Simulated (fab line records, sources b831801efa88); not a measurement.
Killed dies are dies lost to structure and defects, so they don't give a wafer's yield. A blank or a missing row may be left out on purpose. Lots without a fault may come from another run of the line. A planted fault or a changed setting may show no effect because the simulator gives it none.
fab line records | flow sky130
record lots=5 wafers=15 last_day=50
route steps=708 shown DNWELL@39 PWDE@45 NWELL@56 VT_ADJUST_HVTP@85
lots that met no fault: from a run of the same line without faults
start_h: hours from the record's first day to the start of the lot's first wafer shown | wait_h: hours since the lot's step before | " the same as in the row above | L1.1+2: a row that stands for several wafers | - no value, or no start given | * or withheld: withheld | < > ~ a bound
route shown NAME@n: a module of which the file shows steps, and the number in the route of the first | usual: mean/standard deviation of fault-free wafers | same: alike in all rows | chamber/n: place in a boat | sites: the reading at each site | _std_site: their standard deviation | _edge_site: outer sites' mean less inner sites' | radius_mm: how far each site lies from the wafer's centre | mask NAME#n: copy n | behind: the tool/chamber that last shaped the wafer | hold: why the lot was held/for how many hours/how that ended | device: the transistor (n, p or np) that didn't switch | end of line: the same wafers' tests at the end of the route | a step without rows: its recipe alone | killed: dies lost to structure and defects at the first sort, not the wafer's yield | map: a wafer's dies, x killed, . not, _ none there
set.NAME: the setting as run; set.NAME@STEP: as run at that earlier step | model.NAME: the simulator's own value behind a step, which no gauge read
lots at some steps of the route; a table a step, a row a wafer
services: from which hour (start_h, from the record's first day; less than 0 if before it) a tool's chamber was out of use, for how many hours, and why
## steps
# step SKY_DNWELL_EXPOSE_04
# recipe mask_id=DNM na=0.57 target_cd_nm=3000 dose_mj=222
# columns lot.wafer tool chamber start_h wait_h mask
L074.1+4+5 iline_stepper-01 0 - - DNM#0
L075.1+2+4 iline_stepper-02 0 - - DNM#0
L076.2+5+6 iline_stepper-01 0 - - DNM#0
L089.1+3+5 iline_stepper-02 0 - - DNM#0
L096.2+5+6 iline_stepper-02 0 - - DNM#0
# step SKY_DNWELL_PEB_05
# recipe temp_c=115 time_s=withheld
# columns lot.wafer tool chamber start_h wait_h
L074.1+4+5 litho_track-04 0 - -
L075.1+2+4 litho_track-02 0 - -
L076.2+5+6 litho_track-01 0 - -
L089.1+3+5 litho_track-01 0 - -
L096.2+5+6 litho_track-04 0 - -
# step SKY_DNWELL_DEVELOP_06
# recipe wall_angle_deg=90 developer=TMAH develop_time_s=60 dev_temp_c=23
# columns lot.wafer tool chamber start_h wait_h
L074.1+4+5 litho_track-04 0 - -
L075.1+2+4 litho_track-02 0 - -
L076.2+5+6 litho_track-01 0 - -
L089.1+3+5 litho_track-01 0 - -
L096.2+5+6 litho_track-04 0 - -
# step SKY_DNWELL_IMPLANT_07
# recipe species=P energy_kev=withheld dose_cm2=withheld tilt_deg=withheld
# usual end_station_pressure_torr=5.02e-06/3e-07
# columns lot.wafer tool chamber start_h wait_h end_station_pressure_torr
L074.1 implanter-02 0 52.59 - 4.94e-06
L074.4 " 0 " " 5.11e-06
L074.5 " 0 " " 5.11e-06
L075.1 implanter-02 0 60.08 - 4.84e-06
L075.2 " 0 " " 4.81e-06
L075.4 " 0 " " 5.26e-06
L076.2 implanter-03 0 64.86 - 4.88e-06
L076.5 " 0 " " 4.58e-06
L076.6 " 0 " " 4.77e-06
L089.1 implanter-02 0 133.83 - 5.09e-06
L089.3 " 0 " " 4.94e-06
L089.5 " 0 " " 5.08e-06
L096.2 implanter-04 0 171.46 - 4.4e-06
L096.5 " 0 " " 4.62e-06
L096.6 " 0 " " 5.18e-06
# step SKY_DNWELL_STRIP_08
# recipe chemistry=O2/N2 power_w=1400 pressure_mtorr=1500 platen_temp_c=withheld o2_flow_sccm=3000 n2_flow_sccm=300 overash_fraction=0.5
# usual drypump_motor_current_A=5.8/0.41 oes_product_au=0.723/0.0045 strip_time_to_endpoint_s=36.92/0.1
# columns lot.wafer tool chamber start_h wait_h drypump_motor_current_A oes_product_au rf_hours_counter_h strip_time_to_endpoint_s
L074.1 plasma_asher-01 0 52.74 0.1 5.3 0.727 38 37.02
L074.4 " 0 " " 5.3 0.720 - 36.93
L074.5 " 0 " " 5.3 0.718 - 37.00
L075.1 plasma_asher-01 1 60.23 0.1 5.6 0.720 39 37.10
L075.2 " 0 " " 5.2 0.724 39 37.24
L075.4 " 1 " " 5.6 0.717 - 37.25
L076.2 plasma_asher-04 0 64.98 0.1 5.9 0.722 37 36.88
L076.5 " 0 " " 5.9 0.726 - 36.83
L076.6 " 1 " " 6.2 0.731 - 36.83
L089.1 plasma_asher-04 1 133.98 0.1 6.2 0.724 45 36.81
L089.3 " 1 " " 6.2 0.722 - 36.95
L089.5 " 0 " " 5.9 0.720 - 36.92
L096.2 plasma_asher-01 0 171.59 0.1 5.3 0.718 50 37.01
L096.5 " 1 " " 5.6 0.722 - 37.15
L096.6 " 0 " " 5.2 0.727 - 36.98
# step SKY_DNWELL_TW_MEAS_09
# usual DNWELL_TW=1122/7.6
# columns lot.wafer tool chamber start_h wait_h DNWELL_TW
L074.1 film_metro-04 - 52.84 0.1 1130
L074.4 " - " " 1131
L074.5 " - " " 1131
L075.1 film_metro-01 - 60.33 0.1 1117
L075.2 " - " " 1115
L075.4 " - " " 1115
L076.2 film_metro-01 - 65.09 0.1 1125
L076.5 " - " " 1127
L076.6 " - " " 1133
L089.1 film_metro-01 - 134.08 0.1 1125
L089.3 " - " " 1120
L089.5 " - " " 1124
L096.2 film_metro-01 - 171.70 0.1 1130
L096.5 " - " " 1127
L096.6 " - " " 1125
# step SKY_PWDE_DEHYDRATE_00
# recipe temp_c=200 time_s=60
# columns lot.wafer tool chamber start_h wait_h
L074.1+4+5 litho_track-04 0 60.39 7.5
L075.1+2+4 litho_track-04 0 67.89 7.6
L076.2+5+6 litho_track-01 0 73.11 8.0
L089.1+3+5 litho_track-04 0 142.49 8.4
L096.2+5+6 litho_track-01 0 181.11 9.4
# step SKY_PWDE_HMDS_01
# recipe prime_time_s=60 prime_temp_c=120
# columns lot.wafer tool chamber start_h wait_h
L074.1+4+5 litho_track-04 0 60.54 0.1
L075.1+2+4 litho_track-04 0 68.04 0.1
L076.2+5+6 litho_track-01 0 73.26 0.1
L089.1+3+5 litho_track-04 0 142.64 0.1
L096.2+5+6 litho_track-01 0 181.26 0.1
# step SKY_PWDE_COAT_02
# recipe spin_rpm=2000 resist_thk_nm=3000
# columns lot.wafer tool chamber start_h wait_h
L074.1+4+5 litho_track-04 0 60.69 0.1
L075.1+2+4 litho_track-04 0 68.19 0.1
L076.2+5+6 litho_track-01 0 73.41 0.1
L089.1+3+5 litho_track-04 0 142.79 0.1
L096.2+5+6 litho_track-01 0 181.41 0.1
# step SKY_PWDE_SOFTBAKE_03
# recipe temp_c=110 time_s=withheld
# columns lot.wafer tool chamber start_h wait_h
L074.1+4+5 litho_track-04 0 60.84 0.1
L075.1+2+4 litho_track-04 0 68.34 0.1
L076.2+5+6 litho_track-01 0 73.57 0.1
L089.1+3+5 litho_track-04 0 142.94 0.1
L096.2+5+6 litho_track-01 0 181.57 0.1
# step SKY_PWDE_EXPOSE_04
# recipe mask_id=PWDEM na=0.6 source_shape=conventional sigma_outer=0.6 polarization=unpolarized target_cd_nm=840 dose_mj=214
# columns lot.wafer tool chamber start_h wait_h mask
L074.1+4+5 iline_stepper-02 0 - - PWDEM#0
L075.1+2+4 iline_stepper-01 0 - - PWDEM#0
L076.2+5+6 iline_stepper-02 0 - - PWDEM#0
L089.1+3+5 iline_stepper-01 0 - - PWDEM#0
L096.2+5+6 iline_stepper-02 0 - - PWDEM#0
# step SKY_PWDE_PEB_05
# recipe temp_c=115 time_s=withheld
# columns lot.wafer tool chamber start_h wait_h
L074.1+4+5 litho_track-03 0 - -
L075.1+2+4 litho_track-01 0 - -
L076.2+5+6 litho_track-04 0 - -
L089.1+3+5 litho_track-01 0 - -
L096.2+5+6 litho_track-03 0 - -
# step SKY_PWDE_DEVELOP_06
# recipe wall_angle_deg=90 developer=TMAH develop_time_s=60 dev_temp_c=23
# columns lot.wafer tool chamber start_h wait_h
L074.1+4+5 litho_track-03 0 - -
L075.1+2+4 litho_track-01 0 - -
L076.2+5+6 litho_track-04 0 - -
L089.1+3+5 litho_track-01 0 - -
L096.2+5+6 litho_track-03 0 - -
# step SKY_PWDE_OVL_MEAS_07
# usual PWDE_OVL=-0.5/1.4
# columns lot.wafer tool chamber start_h wait_h PWDE_OVL[nm]
L074.1 overlay-02 - 69.40 - 1.7
L074.4 " - " " -0.5
L074.5 " - " " -0.4
L075.1 overlay-02 - 76.58 - -0.5
L075.2 " - " " 0.4
L075.4 " - " " 0.2
L076.2 overlay-01 - 82.20 - 0.6
L076.5 " - " " -0.8
L076.6 " - " " 0.7
L089.1 overlay-02 - 152.48 - -1.6
L089.3 " - " " -0.7
L089.5 " - " " -3.2
L096.2 overlay-01 - 192.61 - -1.2
L096.5 " - " " 1.0
L096.6 " - " " -2.1
# step SKY_PWDE_IMPLANT_08
# recipe species=B energy_kev=150 dose_cm2=3.6e+12 tilt_deg=withheld
# usual end_station_pressure_torr=5e-06/3.1e-07
# columns lot.wafer tool chamber start_h wait_h end_station_pressure_torr
L074.1 implanter-04 0 69.44 0.0 5.3e-06
L074.4 " 0 " " 5e-06
L074.5 " 0 " " 4.9e-06
L075.1 implanter-03 0 76.62 0.0 4.6e-06
L075.2 " 0 " " 5.4e-06
L075.4 " 0 " " 5.1e-06
L076.2 implanter-03 0 82.25 0.0 5.2e-06
L076.5 " 0 " " 5.1e-06
L076.6 " 0 " " 4.3e-06
L089.1 implanter-01 0 152.52 0.0 4.4e-06
L089.3 " 0 " " 5.6e-06
L089.5 " 0 " " 5.1e-06
L096.2 implanter-04 0 192.66 0.0 4.7e-06
L096.5 " 0 " " 4.9e-06
L096.6 " 0 " " 5.2e-06
# step SKY_PWDE_STRIP_09
# recipe chemistry=O2/N2 power_w=1400 pressure_mtorr=1500 platen_temp_c=withheld o2_flow_sccm=3000 n2_flow_sccm=300 overash_fraction=0.5
# usual drypump_motor_current_A=5.5/0.31 oes_product_au=0.723/0.005 strip_time_to_endpoint_s=36.90/0.093
# columns lot.wafer tool chamber start_h wait_h drypump_motor_current_A oes_product_au rf_hours_counter_h strip_time_to_endpoint_s
L074.1 plasma_asher-02 1 69.59 0.1 5.7 0.717 40 36.65
L074.4 " 1 " " 5.7 0.720 - 36.74
L074.5 " 1 " " 5.7 0.726 - 36.68
L075.1 plasma_asher-02 0 76.77 0.1 5.3 0.721 41 36.83
L075.2 " 1 " " 5.7 0.733 41 36.84
L075.4 " 1 " " 5.7 0.726 - 36.88
L076.2 plasma_asher-02 0 82.38 0.1 5.3 0.725 41 36.97
L076.5 " 0 " " 5.3 0.729 - 36.87
L076.6 " 1 " " 5.7 0.717 - 36.91
L089.1 plasma_asher-02 0 152.67 0.1 5.3 0.731 3 36.79
L089.3 " 1 " " 5.7 0.731 - 36.96
L089.5 " 0 " " 5.3 0.723 - 36.90
L096.2 plasma_asher-03 1 192.79 0.1 5.6 0.723 34 36.93
L096.5 " 0 " " 6.7 0.728 - 36.98
L096.6 " 1 " " 5.6 0.722 - 36.96
# step SKY_PWDE_TW_MEAS_10
# usual PWDE_TW=376/3.3
# columns lot.wafer tool chamber start_h wait_h PWDE_TW
L074.1 film_metro-03 - 69.71 0.1 373
L074.4 " - " " 372
L074.5 " - " " 375
L075.1 film_metro-03 - 76.87 0.1 368
L075.2 " - " " 372
L075.4 " - " " 369
L076.2 film_metro-04 - 82.49 0.1 377
L076.5 " - " " 376
L076.6 " - " " 376
L089.1 film_metro-01 - 152.82 0.1 376
L089.3 " - " " 376
L089.5 " - " " 375
L096.2 film_metro-01 - 192.90 0.1 379
L096.5 " - " " 377
L096.6 " - " " 380
# step SKY_NWELL_DEHYDRATE_03
# recipe temp_c=200 time_s=60
# columns lot.wafer tool chamber start_h wait_h
L074.1+4+5 litho_track-03 0 77.20 7.5
L075.1+2+4 litho_track-01 0 84.18 7.3
L076.2+5+6 litho_track-03 0 90.18 7.7
L089.1+3+5 litho_track-02 0 162.38 9.6
L096.2+5+6 litho_track-02 0 202.70 9.8
# step SKY_NWELL_HMDS_04
# recipe prime_time_s=60 prime_temp_c=120
# columns lot.wafer tool chamber start_h wait_h
L074.1+4+5 litho_track-03 0 77.35 0.1
L075.1+2+4 litho_track-01 0 84.33 0.1
L076.2+5+6 litho_track-03 0 90.33 0.1
L089.1+3+5 litho_track-02 0 162.53 0.1
L096.2+5+6 litho_track-02 0 202.85 0.1
# step SKY_NWELL_COAT_05
# recipe spin_rpm=2000 resist_thk_nm=3000
# columns lot.wafer tool chamber start_h wait_h
L074.1+4+5 litho_track-03 0 77.50 0.1
L075.1+2+4 litho_track-01 0 84.48 0.1
L076.2+5+6 litho_track-03 0 90.48 0.1
L089.1+3+5 litho_track-02 0 162.68 0.1
L096.2+5+6 litho_track-02 0 203.00 0.1
# step SKY_NWELL_SOFTBAKE_06
# recipe temp_c=110 time_s=withheld
# columns lot.wafer tool chamber start_h wait_h
L074.1+4+5 litho_track-03 0 77.65 0.1
L075.1+2+4 litho_track-01 0 84.63 0.1
L076.2+5+6 litho_track-03 0 90.63 0.1
L089.1+3+5 litho_track-02 0 162.83 0.1
L096.2+5+6 litho_track-02 0 203.16 0.1
# step SKY_NWELL_EXPOSE_07
# recipe mask_id=NWM na=0.6 source_shape=conventional sigma_outer=0.6 polarization=unpolarized target_cd_nm=840 dose_mj=255
# columns lot.wafer tool chamber start_h wait_h mask
L074.1+4+5 iline_stepper-02 0 - - NWM#0
L075.1+2+4 iline_stepper-02 0 - - NWM#0
L076.2+5+6 iline_stepper-02 0 - - NWM#0
L089.1+3+5 iline_stepper-01 0 - - NWM#0
L096.2+5+6 iline_stepper-01 0 - - NWM#0
# step SKY_NWELL_PEB_08
# recipe temp_c=115 time_s=withheld
# columns lot.wafer tool chamber start_h wait_h
L074.1+4+5 litho_track-02 0 - -
L075.1+2+4 litho_track-01 0 - -
L076.2+5+6 litho_track-01 0 - -
L089.1+3+5 litho_track-01 0 - -
L096.2+5+6 litho_track-01 0 - -
# step SKY_NWELL_DEVELOP_09
# recipe wall_angle_deg=90 developer=TMAH develop_time_s=60 dev_temp_c=23
# columns lot.wafer tool chamber start_h wait_h
L074.1+4+5 litho_track-02 0 - -
L075.1+2+4 litho_track-01 0 - -
L076.2+5+6 litho_track-01 0 - -
L089.1+3+5 litho_track-01 0 - -
L096.2+5+6 litho_track-01 0 - -
# step SKY_NWELL_OVL_MEAS_10
# usual NWELL_00_OVL=-0.1/1.6
# columns lot.wafer tool chamber start_h wait_h NWELL_00_OVL[nm]
L074.1 overlay-01 - 86.18 - -0.6
L074.4 " - " " 1.1
L074.5 " - " " -0.8
L075.1 overlay-01 - 93.38 - 0.3
L075.2 " - " " -0.1
L075.4 " - " " -0.4
L076.2 overlay-01 - 99.54 - 0.1
L076.5 " - " " -0.5
L076.6 " - " " -1.2
L089.1 overlay-02 - 172.73 - -1.1
L089.3 " - " " -0.3
L089.5 " - " " 0.1
L096.2 overlay-01 - 213.79 - 2.8
L096.5 " - " " 0.7
L096.6 " - " " 1.3
# step SKY_NWELL_IMPLANT_11
# recipe species=P energy_kev=400 dose_cm2=1.9e+13 tilt_deg=withheld
# usual end_station_pressure_torr=5.06e-06/2.7e-07
# columns lot.wafer tool chamber start_h wait_h end_station_pressure_torr
L074.1 implanter-01 0 86.21 0.0 5e-06
L074.4 " 0 " " 5.02e-06
L074.5 " 0 " " 5.35e-06
L075.1 implanter-04 0 93.42 0.0 5.04e-06
L075.2 " 0 " " 4.59e-06
L075.4 " 0 " " 5.19e-06
L076.2 implanter-04 0 99.59 0.0 5.25e-06
L076.5 " 0 " " 5.32e-06
L076.6 " 0 " " 4.84e-06
L089.1 implanter-04 0 172.78 0.0 4.7e-06
L089.3 " 0 " " 4.87e-06
L089.5 " 0 " " 5.74e-06
L096.2 implanter-04 0 213.84 0.0 4.98e-06
L096.5 " 0 " " 5.05e-06
L096.6 " 0 " " 4.74e-06
# step SKY_NWELL_IMPLANT_12
# recipe species=P energy_kev=120 dose_cm2=1.3e+12 tilt_deg=withheld
# usual end_station_pressure_torr=5e-06/2.7e-07
# columns lot.wafer tool chamber start_h wait_h end_station_pressure_torr
L074.1 implanter-01 0 86.36 0.1 5.37e-06
L074.4 " 0 " " 4.58e-06
L074.5 " 0 " " 4.86e-06
L075.1 implanter-04 0 93.57 0.1 4.77e-06
L075.2 " 0 " " 4.87e-06
L075.4 " 0 " " 4.8e-06
L076.2 implanter-04 0 99.74 0.1 4.82e-06
L076.5 " 0 " " 5.37e-06
L076.6 " 0 " " 4.82e-06
L089.1 implanter-04 0 172.93 0.1 5.26e-06
L089.3 " 0 " " 4.88e-06
L089.5 " 0 " " 4.79e-06
L096.2 implanter-04 0 213.99 0.1 4.91e-06
L096.5 " 0 " " 4.85e-06
L096.6 " 0 " " 4.76e-06
# step SKY_NWELL_IMPLANT_13
# recipe species=P energy_kev=50 dose_cm2=7e+11 tilt_deg=withheld
# usual end_station_pressure_torr=5.02e-06/2.5e-07
# columns lot.wafer tool chamber start_h wait_h end_station_pressure_torr
L074.1 implanter-01 0 86.51 0.1 4.94e-06
L074.4 " 0 " " 5.13e-06
L074.5 " 0 " " 5.47e-06
L075.1 implanter-04 0 93.72 0.1 5.12e-06
L075.2 " 0 " " 4.89e-06
L075.4 " 0 " " 4.73e-06
L076.2 implanter-04 0 99.89 0.1 5.21e-06
L076.5 " 0 " " 5.16e-06
L076.6 " 0 " " 5.21e-06
L089.1 implanter-04 0 173.08 0.1 5e-06
L089.3 " 0 " " 5.09e-06
L089.5 " 0 " " 4.83e-06
L096.2 implanter-04 0 214.14 0.1 5.04e-06
L096.5 " 0 " " 5.22e-06
L096.6 " 0 " " 5.3e-06
# step SKY_NWELL_STRIP_14
# recipe chemistry=O2/N2 power_w=1400 pressure_mtorr=1500 platen_temp_c=withheld o2_flow_sccm=3000 n2_flow_sccm=300 overash_fraction=0.5
# usual drypump_motor_current_A=6.0/0.46 oes_product_au=0.722/0.0049 strip_time_to_endpoint_s=36.92/0.097
# columns lot.wafer tool chamber start_h wait_h drypump_motor_current_A oes_product_au rf_hours_counter_h strip_time_to_endpoint_s
L074.1 plasma_asher-04 1 86.66 0.1 6.2 0.716 40 36.92
L074.4 " 1 " " 6.2 0.724 - 37.09
L074.5 " 0 " " 5.9 0.722 - 36.80
L075.1 plasma_asher-04 0 93.87 0.1 5.9 0.724 41 36.83
L075.2 " 1 " " 6.2 0.721 41 36.86
L075.4 " 0 " " 5.9 0.722 - 36.88
L076.2 plasma_asher-04 0 100.02 0.1 5.9 0.728 41 36.85
L076.5 " 1 " " 6.2 0.715 - 36.96
L076.6 " 0 " " 5.9 0.717 - 36.79
L089.1 plasma_asher-02 0 173.23 0.1 5.3 0.717 5 36.85
L089.3 " 1 " " 5.7 0.726 - 36.91
L089.5 " 1 " " 5.7 0.729 - 36.98
L096.2 plasma_asher-03 0 214.27 0.1 6.6 0.719 37 36.92
L096.5 " 1 " " 5.6 0.724 - 36.86
L096.6 " 0 " " 6.7 0.727 - 36.92
# step SKY_NWELL_TW_MEAS_15
# usual NWELL_TW=1831/11
# columns lot.wafer tool chamber start_h wait_h NWELL_TW
L074.1 film_metro-04 - 86.76 0.1 1843
L074.4 " - " " 1840
L074.5 " - " " 1828
L075.1 film_metro-04 - 93.97 0.1 1829
L075.2 " - " " 1807
L075.4 " - " " 1819
L076.2 film_metro-04 - 100.13 0.1 1834
L076.5 " - " " 1842
L076.6 " - " " 1837
L089.1 film_metro-04 - 173.33 0.1 1847
L089.3 " - " " 1846
L089.5 " - " " 1835
L096.2 film_metro-01 - 214.38 0.1 1847
L096.5 " - " " 1840
L096.6 " - " " 1835
# step SKY_NWELL_DEHYDRATE_16
# recipe temp_c=200 time_s=60
# columns lot.wafer tool chamber start_h wait_h
L074.1+4+5 litho_track-03 0 94.80 8.0
L075.1+2+4 litho_track-02 0 102.43 8.4
L076.2+5+6 litho_track-02 0 108.80 8.7
L089.1+3+5 litho_track-03 0 183.00 9.7
L096.2+5+6 litho_track-03 0 225.12 10.7
# step SKY_NWELL_HMDS_17
# recipe prime_time_s=60 prime_temp_c=120
# columns lot.wafer tool chamber start_h wait_h
L074.1+4+5 litho_track-03 0 94.95 0.1
L075.1+2+4 litho_track-02 0 102.58 0.1
L076.2+5+6 litho_track-02 0 108.95 0.1
L089.1+3+5 litho_track-03 0 183.15 0.1
L096.2+5+6 litho_track-03 0 225.27 0.1
# step SKY_NWELL_COAT_18
# recipe spin_rpm=2000 resist_thk_nm=3000
# columns lot.wafer tool chamber start_h wait_h
L074.1+4+5 litho_track-03 0 95.10 0.1
L075.1+2+4 litho_track-02 0 102.73 0.1
L076.2+5+6 litho_track-02 0 109.10 0.1
L089.1+3+5 litho_track-03 0 183.30 0.1
L096.2+5+6 litho_track-03 0 225.42 0.1
# step SKY_NWELL_SOFTBAKE_19
# recipe temp_c=110 time_s=withheld
# columns lot.wafer tool chamber start_h wait_h
L074.1+4+5 litho_track-03 0 95.25 0.1
L075.1+2+4 litho_track-02 0 102.88 0.1
L076.2+5+6 litho_track-02 0 109.26 0.1
L089.1+3+5 litho_track-03 0 183.45 0.1
L096.2+5+6 litho_track-03 0 225.58 0.1
# step SKY_NWELL_EXPOSE_20
# recipe mask_id=NWM_COMPLEMENT na=0.6 source_shape=conventional sigma_outer=0.6 polarization=unpolarized target_cd_nm=840 dose_mj=260
# columns lot.wafer tool chamber start_h wait_h mask
L074.1+4+5 iline_stepper-01 0 - - NWM_COMPLEMENT#0
L075.1+2+4 iline_stepper-01 0 - - NWM_COMPLEMENT#0
L076.2+5+6 iline_stepper-02 0 - - NWM_COMPLEMENT#0
L089.1+3+5 iline_stepper-01 0 - - NWM_COMPLEMENT#0
L096.2+5+6 iline_stepper-02 0 - - NWM_COMPLEMENT#0
# step SKY_NWELL_PEB_21
# recipe temp_c=115 time_s=withheld
# columns lot.wafer tool chamber start_h wait_h
L074.1+4+5 litho_track-01 0 - -
L075.1+2+4 litho_track-01 0 - -
L076.2+5+6 litho_track-01 0 - -
L089.1+3+5 litho_track-02 0 - -
L096.2+5+6 litho_track-01 0 - -
# step SKY_NWELL_DEVELOP_22
# recipe wall_angle_deg=90 developer=TMAH develop_time_s=60 dev_temp_c=23
# columns lot.wafer tool chamber start_h wait_h
L074.1+4+5 litho_track-01 0 - -
L075.1+2+4 litho_track-01 0 - -
L076.2+5+6 litho_track-01 0 - -
L089.1+3+5 litho_track-02 0 - -
L096.2+5+6 litho_track-01 0 - -
# step SKY_NWELL_OVL_MEAS_23
# usual NWELL_01_OVL=-0.5/1.5
# columns lot.wafer tool chamber start_h wait_h NWELL_01_OVL[nm]
L074.1 overlay-02 - 104.13 - 1.8
L074.4 " - " " -0.4
L074.5 " - " " 0.9
L075.1 overlay-01 - 111.43 - -0.1
L075.2 " - " " -1.2
L075.4 " - " " 0.8
L076.2 overlay-02 - 117.84 - -1.4
L076.5 " - " " -1.1
L076.6 " - " " -2.9
L089.1 overlay-01 - 193.98 - 0.3
L089.3 " - " " 1.0
L089.5 " - " " 0.9
L096.2 overlay-01 - 236.24 - -1.8
L096.5 " - " " -2.8
L096.6 " - " " -0.7
# step SKY_NWELL_IMPLANT_24
# recipe species=B energy_kev=140 dose_cm2=9.2e+12 tilt_deg=withheld
# usual end_station_pressure_torr=5.04e-06/2.8e-07
# columns lot.wafer tool chamber start_h wait_h end_station_pressure_torr
L074.1 implanter-02 0 104.17 0.0 5.06e-06
L074.4 " 0 " " 5.05e-06
L074.5 " 0 " " 4.77e-06
L075.1 implanter-01 0 111.47 0.0 5.34e-06
L075.2 " 0 " " 5.36e-06
L075.4 " 0 " " 5.55e-06
L076.2 implanter-02 0 117.89 0.0 4.63e-06
L076.5 " 0 " " 4.8e-06
L076.6 " 0 " " 5.26e-06
L089.1 implanter-02 0 194.01 0.0 4.87e-06
L089.3 " 0 " " 5.12e-06
L089.5 " 0 " " 4.96e-06
L096.2 implanter-02 0 236.29 0.0 5e-06
L096.5 " 0 " " 4.65e-06
L096.6 " 0 " " 5.25e-06
# step SKY_NWELL_STRIP_25
# recipe chemistry=O2/N2 power_w=1400 pressure_mtorr=1500 platen_temp_c=withheld o2_flow_sccm=3000 n2_flow_sccm=300 overash_fraction=0.5
# usual drypump_motor_current_A=5.8/0.49 oes_product_au=0.722/0.0042 strip_time_to_endpoint_s=36.92/0.12
# columns lot.wafer tool chamber start_h wait_h drypump_motor_current_A oes_product_au rf_hours_counter_h strip_time_to_endpoint_s
L074.1 plasma_asher-03 1 104.32 0.1 5.5 0.714 25 37.08
L074.4 " 0 " " 6.7 0.719 - 36.97
L074.5 " 0 " " 6.7 0.719 - 37.01
L075.1 plasma_asher-03 1 111.62 0.1 5.5 0.721 26 36.98
L075.2 " 0 " " 6.7 0.722 26 37.02
L075.4 " 0 " " 6.7 0.722 - 36.89
L076.2 plasma_asher-03 0 118.02 0.1 6.6 0.714 27 36.94
L076.5 " 0 " " 6.6 0.724 - 36.95
L076.6 " 1 " " 5.5 0.726 - 36.99
L089.1 plasma_asher-03 1 194.16 0.1 5.5 0.724 35 36.64
L089.3 " 1 " " 5.5 0.717 - 36.77
L089.5 " 0 " " 6.6 0.733 - 36.75
L096.2 plasma_asher-04 0 236.42 0.1 5.9 0.727 55 37.02
L096.5 " 1 " " 6.2 0.724 - 36.99
L096.6 " 0 " " 5.9 0.723 - 37.00
# step SKY_NWELL_TW_MEAS_26
# usual NWELL_2_TW=499/4.8
# columns lot.wafer tool chamber start_h wait_h NWELL_2_TW
L074.1 film_metro-04 - 104.42 0.1 502
L074.4 " - " " 501
L074.5 " - " " 500
L075.1 film_metro-04 - 111.72 0.1 505
L075.2 " - " " 502
L075.4 " - " " 504
L076.2 film_metro-03 - 118.13 0.1 489
L076.5 " - " " 490
L076.6 " - " " 490
L089.1 film_metro-03 - 194.26 0.1 491
L089.3 " - " " 494
L089.5 " - " " 491
L096.2 film_metro-01 - 236.53 0.1 504
L096.5 " - " " 503
L096.6 " - " " 499
# step SKY_NWELL_CLEAN_27
# recipe chemistry=SC1/SC2 mix=1:4:20 temp_c=70 time_s=150 dry=n2_spin
# columns lot.wafer tool chamber start_h wait_h
L074.1+4+5 wet_bench-04 0 104.48 0.1
L075.1+2+4 wet_bench-01 3 111.78 0.1
L076.2+5+6 wet_bench-01 2 118.18 0.0
L089.1+3+5 wet_bench-01 3 194.32 0.1
L096.2+5+6 wet_bench-04 1 236.58 0.0
# step SKY_NWELL_RTA_28
# recipe temp_c=1050 time_s=30 idle_temp_c=650 ramp_up_c_per_s=150 ramp_down_c_per_s=90 ambient=N2
# usual lamp_power_pct=25.30/0.058 wafer_temp_C_max=1054.9/0.96
# columns lot.wafer tool chamber start_h wait_h lamp_power_pct wafer_temp_C_max
L074.1 rtp_anneal-02 0 104.53 0.0 25.31 1055.0
L074.4 " 0 " " 25.28 1054.2
L074.5 " 0 " " 25.31 1055.4
L075.1 rtp_anneal-02 0 111.83 0.0 25.32 1054.2
L075.2 " 0 " " 25.21 1055.9
L075.4 " 0 " " 25.35 1053.5
L076.2 rtp_anneal-02 0 118.25 0.0 25.27 1056.8
L076.5 " 0 " " 25.34 1053.1
L076.6 " 0 " " 25.32 1055.0
L089.1 rtp_anneal-02 0 194.38 0.0 25.28 1055.1
L089.3 " 0 " " 25.35 1053.1
L089.5 " 0 " " 25.28 1054.5
L096.2 rtp_anneal-01 0 236.64 0.0 25.31 1056.2
L096.5 " 0 " " 25.31 1056.4
L096.6 " 0 " " 25.21 1055.9
# step SKY_NWELL_RS_MEAS_29
# recipe thk_meas_gauge=four-point-probe
# usual NWELL_RS=624.3/1.7
# columns lot.wafer tool chamber start_h wait_h NWELL_RS[ohm/sq]
L074.1 film_metro-01 - 104.63 0.1 624.7
L074.4 " - " " 622.6
L074.5 " - " " 623.6
L075.1 film_metro-01 - 111.93 0.1 625.3
L075.2 " - " " 627.4
L075.4 " - " " 625.5
L076.2 film_metro-01 - 118.35 0.1 622.5
L076.5 " - " " 623.3
L076.6 " - " " 624.0
L089.1 film_metro-04 - 194.48 0.1 623.4
L089.3 " - " " 621.8
L089.5 " - " " 622.9
L096.2 film_metro-04 - 236.75 0.1 620.5
L096.5 " - " " 622.1
L096.6 " - " " 620.9
# step SKY_NWELL_RS_MEAS_31
# recipe thk_meas_gauge=four-point-probe
# usual PWDE_RS=5265/15
# columns lot.wafer tool chamber start_h wait_h PWDE_RS[ohm/sq]
L074.1 film_metro-01 - 104.87 0.1 5250
L074.4 " - " " 5259
L074.5 " - " " 5255
L075.1 film_metro-01 - 112.17 0.1 5270
L075.2 " - " " 5265
L075.4 " - " " 5267
L076.2 film_metro-01 - 118.59 0.1 5238
L076.5 " - " " 5256
L076.6 " - " " 5258
L089.1 film_metro-04 - 194.72 0.1 5297
L089.3 " - " " 5276
L089.5 " - " " 5283
L096.2 film_metro-04 - 236.99 0.1 5252
L096.5 " - " " 5272
L096.6 " - " " 5260
# step SKY_VT_ADJUST_HVTP_DEHYDRATE_00
# recipe temp_c=200 time_s=60
# columns lot.wafer tool chamber start_h wait_h
L074.1+4+5 litho_track-02 0 113.18 8.3
L075.1+2+4 litho_track-02 0 120.53 8.3
L076.2+5+6 litho_track-03 0 127.73 9.1
L089.1+3+5 litho_track-02 0 205.38 10.6
L096.2+5+6 litho_track-02 0 248.20 11.2
## services
# columns tool chamber start_h hours kind
implanter-01 - 29.52 3.0 pm
implanter-02 - 35.81 3.0 repair
plasma_asher-03 - 56.73 31.0 repair
plasma_asher-03 - 78.33 0.9 repair
plasma_asher-04 - 86.92 0.9 repair
plasma_asher-03 - 90.13 3.9 repair
plasma_asher-02 - 108.75 9.0 pm
iline_stepper-01 - 111.62 1.7 pm
plasma_asher-02 - 118.07 5.0 repair
implanter-01 - 118.98 2.5 repair
implanter-01 - 135.39 3.3 repair
implanter-02 - 154.97 2.2 repair
implanter-01 - 167.44 143.6 pm
implanter-02 - 168.72 24.3 pm
rtp_anneal-02 - 170.36 6.0 pm
implanter-04 - 181.89 3.1 repair
iline_stepper-01 - 191.74 4.4 pm
iline_stepper-02 - 191.95 0.6 repair
iline_stepper-02 - 202.75 1.7 pm
rtp_anneal-02 - 208.45 0.8 pm
implanter-02 - 213.59 3.4 repair
iline_stepper-01 - 216.73 2.1 pm
plasma_asher-04 - 221.33 4.1 repair
implanter-04 - 239.15 12.3 pm
## key
fault none
